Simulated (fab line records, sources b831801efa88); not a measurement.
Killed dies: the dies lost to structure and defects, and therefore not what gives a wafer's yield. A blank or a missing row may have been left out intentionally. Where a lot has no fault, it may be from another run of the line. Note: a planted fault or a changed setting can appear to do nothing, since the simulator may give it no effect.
The same fault as seen by 2 desks + flow sky130 + numbers are kept per desk, each desk with only its own; the story behind them comes last

## METROLOGY DESK
Lot by lot, what the gauges showed, no matter which tool ran the lot: averages of those sampled wafers that carry a number. If a lot's mean is further than 4 standard deviations from the usual mean, the lot is out of limits and carries the mark OUT (the distance appears in the brackets).
Columns: A = NWELL_00_OVL at SKY_NWELL_OVL_MEAS_10, usual 0.5 nm; B = PWDE_RS at SKY_NWELL_RS_MEAS_31, usual 5274 ohm/sq; C = VT_ADJUST_LVTN_OVL at SKY_VT_ADJUST_LVTN_OVL_MEAS_07, usual -0.1 nm
| lot  | first seen here | A    | B               | C    |
|------|-----------------|------|-----------------|------|
| L719 | day 4 13:47     | 1.4  | 5275            | -0.8 |
| L720 | day 4 21:52     | -1.5 | 5275            | 0.4  |
| L722 | day 5 10:05     | 1.4  | 5253            | 0.9  |
| L723 | day 5 12:30     | -0.9 | 5289            | 0.6  |
| L724 | day 5 15:53     | 0.6  | 5288            | -0.7 |
| L727 | day 6 10:10     | 0.3  | 5291            | -1.5 |
| L729 | day 7 00:17     | 0.1  | 5271            | -1.5 |
| L730 | day 7 07:40     | 2.1  | 5267            | -0.5 |
| L737 | day 8 20:43     | 2.8  | 5332            | -1.2 |
| L738 | day 9 01:07     | -0.8 | 5340 (+4.1) OUT | 0.4  |
| L740 | day 9 21:02     | 0.7  | 5271            | -0.2 |
| L742 | day 10 07:43    | 3.2  | 5261            | -0.8 |
Per this desk, out of limits: L738; the first was L738, day 9 22:51 (PWDE_RS at SKY_NWELL_RS_MEAS_31). L719, L720, L722, L723, L724, L727, L729, L730, L737, L740, L742 stayed within limits.

## TOOL OWNER'S DESK, implanter-02
The tool's own readings at SKY_PWDE_IMPLANT_08, given as means over the sampled wafers that have a number, one for each lot that went through this tool. If a lot's mean is further than 4 standard deviations from the usual mean, the lot is out of limits and carries the mark OUT (the distance appears in the brackets).
Columns: A = beam-energy-keV at SKY_PWDE_IMPLANT_08, usual 149.99; B = faraday-current-uA at SKY_PWDE_IMPLANT_08, usual 20.3
| lot  | first seen here | A      | B    |
|------|-----------------|--------|------|
| L720 | day 4 04:21     | 149.97 | 20.2 |
| L722 | day 4 16:24     | 149.98 | 20.3 |
| L723 | day 4 18:53     | 150.00 | 20.3 |
| L730 | day 6 11:19     | 149.97 | 20.3 |
| L737 | day 8 01:04     | 150.03 | 20.3 |
| L738 | day 8 06:32     | 150.04 | 20.3 |
Finding of this desk: none of the 6 lots has anything out of limits.

## BROUGHT TOGETHER
On L738, the metrology desk was in a position to raise an alarm at day 9 22:51.
Nothing out of limits was seen by the tool owner's desk.
On record at the tool owner's desk: L738, within its limits.
SKY_PWDE_IMPLANT_08 was run on implanter-02 by each of the lots named.

## WHAT THE SIMULATOR HAD PUT IN
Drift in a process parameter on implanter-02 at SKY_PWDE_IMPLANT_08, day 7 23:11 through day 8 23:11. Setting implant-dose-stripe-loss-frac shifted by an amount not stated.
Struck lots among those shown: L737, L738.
Hours from the fault's start to each desk's first reading out of limits: the metrology desk, 48.
